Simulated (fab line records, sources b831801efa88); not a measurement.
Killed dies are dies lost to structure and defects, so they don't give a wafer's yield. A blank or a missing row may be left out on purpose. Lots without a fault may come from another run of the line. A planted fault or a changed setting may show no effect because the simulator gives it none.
Tool commonality check | flow sky130 | 14 lots, 42 wafers sampled

WHY IT WAS OPENED
At SKY_VT_ADJUST_HVTP_TW_MEAS_11 the reading VT_ADJUST_HVTP_TW is flagged on 2 of 14 lots. Wafers without a fault read 1355, standard deviation 11.
Rule: a lot is flagged when every wafer of it that has a number lies more than 4 standard deviations from that mean, or none has a number. The other lots count as sound.

lot  | measured     | on            | VT_ADJUST_HVTP_TW, wafer by wafer | flag
L689 | day 6 18:01  | film_metro-02 | 1376 1373 1377                    |
L690 | day 6 19:46  | film_metro-02 | 1379 1378 1365                    |
L691 | day 7 12:05  | film_metro-01 | 1347 1351 1343                    |
L692 | day 7 13:20  | film_metro-02 | 1698 1711 1703                    | FLAGGED
L701 | day 9 04:09  | film_metro-02 | 1706 1708 1709                    | FLAGGED
L702 | day 9 10:58  | film_metro-01 | 1350 1347 1346                    |
L703 | day 9 20:08  | film_metro-01 | 1347 1354 1347                    |
L704 | day 10 02:52 | film_metro-01 | 1341 1339 1343                    |
L705 | day 10 10:58 | film_metro-01 | 1335 1342 1337                    |
L708 | day 11 03:32 | film_metro-01 | 1358 1363 1361                    |
L709 | day 11 15:35 | film_metro-04 | 1341 1349 1349                    |
L710 | day 12 01:59 | film_metro-04 | 1362 1348 1352                    |
L711 | day 12 04:05 | film_metro-02 | 1375 1382 1388                    |
L712 | day 12 05:17 | film_metro-04 | 1355 1356 1352                    |
The numbers of the flagged lots are 1706 on average: +351 against the usual, or +32 standard deviations.

WHICH TOOL RAN EACH LOT
The record holds 2 process steps before the reading, out of a route of 708 steps. In each cell: the tool, then ch and the chambers that the sampled wafers went through, then the start.
lot  | flag    | SKY_DNWELL_STRIP_08                 | SKY_VT_ADJUST_HVTP_IMPLANT_09
L689 |         | plasma_asher-03 ch 0,1, day 3 19:38 | implanter-04 ch 0, day 6 17:46
L690 |         | plasma_asher-04 ch 0,1, day 3 20:31 | implanter-03 ch 0, day 6 19:31
L691 |         | plasma_asher-01 ch 0,1, day 4 11:41 | implanter-03 ch 0, day 7 11:51
L692 | FLAGGED | plasma_asher-03 ch 0,1, day 4 12:02 | implanter-04 ch 0, day 7 12:47
L701 | FLAGGED | plasma_asher-01 ch 0,1, day 5 20:16 | implanter-02 ch 0, day 9 03:36
L702 |         | plasma_asher-03 ch 0,1, day 6 01:59 | implanter-02 ch 0, day 9 10:43
L703 |         | plasma_asher-01 ch 0,1, day 6 09:09 | implanter-03 ch 0, day 9 19:55
L704 |         | plasma_asher-04 ch 0,1, day 6 17:07 | implanter-03 ch 0, day 10 02:37
L705 |         | plasma_asher-04 ch 0,1, day 6 21:47 | implanter-02 ch 0, day 10 10:43
L708 |         | plasma_asher-04 ch 0,1, day 7 12:13 | implanter-03 ch 0, day 11 03:18
L709 |         | plasma_asher-04 ch 0,1, day 7 22:47 | implanter-03 ch 0, day 11 15:21
L710 |         | plasma_asher-04 ch 0,1, day 8 07:34 | implanter-03 ch 0, day 12 01:45
L711 |         | plasma_asher-04 ch 0,1, day 8 09:34 | implanter-02 ch 0, day 12 03:50
L712 |         | plasma_asher-03 ch 0,1, day 8 10:13 | implanter-02 ch 0, day 12 05:03
What these steps do:
- SKY_DNWELL_STRIP_08: strips in O2/N2.
- SKY_VT_ADJUST_HVTP_IMPLANT_09
- SKY_VT_ADJUST_HVTP_TW_MEAS_11

FLAGGED OVER TOTAL, TOOL BY TOOL (the gauges that took the reading come last)
step                          | tool            | lots run | flagged | share of the flagged lots | sound lots run after its first flagged lot
SKY_DNWELL_STRIP_08           | plasma_asher-01 | 3        | 1       | some                      | 1 (L703)
SKY_DNWELL_STRIP_08           | plasma_asher-03 | 4        | 1       | some                      | 2 (L702,L712)
SKY_DNWELL_STRIP_08           | plasma_asher-04 | 7        | 0       | none                      | -
SKY_VT_ADJUST_HVTP_IMPLANT_09 | implanter-02    | 5        | 1       | some                      | 4 (L702,L705,L711,L712)
SKY_VT_ADJUST_HVTP_IMPLANT_09 | implanter-03    | 7        | 0       | none                      | -
SKY_VT_ADJUST_HVTP_IMPLANT_09 | implanter-04    | 2        | 1       | some                      | 0
SKY_VT_ADJUST_HVTP_TW_MEAS_11 | film_metro-01   | 6        | 0       | none                      | -
SKY_VT_ADJUST_HVTP_TW_MEAS_11 | film_metro-02   | 5        | 2       | all                       | 1 (L711)
SKY_VT_ADJUST_HVTP_TW_MEAS_11 | film_metro-04   | 3        | 0       | none                      | -

WHAT THE TABLE ALLOWS
1 row of the table ran every flagged lot: film_metro-02 at SKY_VT_ADJUST_HVTP_TW_MEAS_11.
- film_metro-02 at SKY_VT_ADJUST_HVTP_TW_MEAS_11: 2 of its 5 lots flagged. Sound lots ran on it after the first flagged one (L711), which a lasting fault on the whole tool wouldn't allow.
No row of the table ran every flagged lot and no sound lot after the first.

WHAT THE SIMULATOR HAD PUT IN
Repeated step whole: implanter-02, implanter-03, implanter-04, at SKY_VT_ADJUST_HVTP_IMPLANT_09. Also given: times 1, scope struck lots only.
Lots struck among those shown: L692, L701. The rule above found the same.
